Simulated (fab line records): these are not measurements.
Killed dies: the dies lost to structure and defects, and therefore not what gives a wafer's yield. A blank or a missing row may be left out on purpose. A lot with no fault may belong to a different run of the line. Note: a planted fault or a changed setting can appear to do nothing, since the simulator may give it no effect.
Which tool did it? + flow sky130 + 36 wafers sampled from 12 lots at 1 step of a route of 708

== WHAT EACH GAUGE READ, for each wafer ==
SKY_METAL1_OVL_MEAS_16.
| lot  | measured     | on         | METAL1_OVL (nm) |
|------|--------------|------------|-----------------|
| L075 | day 32 19:23 | overlay-02 | -1 -2 -5        |
| L077 | day 33 16:37 | overlay-02 | -9 -1 -4        |
| L079 | day 34 18:13 | overlay-01 | -3 -5 -1        |
| L082 | day 35 13:35 | overlay-01 | -1 10 3         |
| L084 | day 36 11:44 | overlay-01 | -5 -2 1         |
| L085 | day 36 13:14 | overlay-01 | 7 11 14         |
| L087 | day 36 23:33 | overlay-01 | -2 -3 1         |
| L089 | day 37 18:53 | overlay-02 | 5 1 -3          |
| L091 | day 38 05:59 | overlay-01 | 6 4 -2          |
| L093 | day 39 02:17 | overlay-01 | -8 -6 -13       |
| L095 | day 39 07:50 | overlay-01 | 3 -3 5          |
| L097 | day 40 01:44 | overlay-01 | 0 -2 0          |

== WHICH TOOL RAN EACH LOT (tool, then ch and the chambers of the sampled wafers, then the start) ==
The record shows no process step preceding these readings.

== THE ANSWER, worked out from the rows above alone ==
Rule: usual is defined by the lots themselves. Put in order of their means at a reading, lots are off if they are a third of the lots or fewer, leave a main group of 4 or more, and stand apart from it by a gap of 3 or more times the standard deviation of the main group's means; of several such gaps the widest counts. A main group is skipped when, at the precision printed for the reading in the tables above, its means are all equal. A lot without any number at a reading at which 4 lots or more have one is off too. Where the step has rows for the other lots, those lots are counted as sound.
No lot is off at any reading shown: from this, nothing can be told.

== WHAT THE SIMULATOR HAD INSERTED ==
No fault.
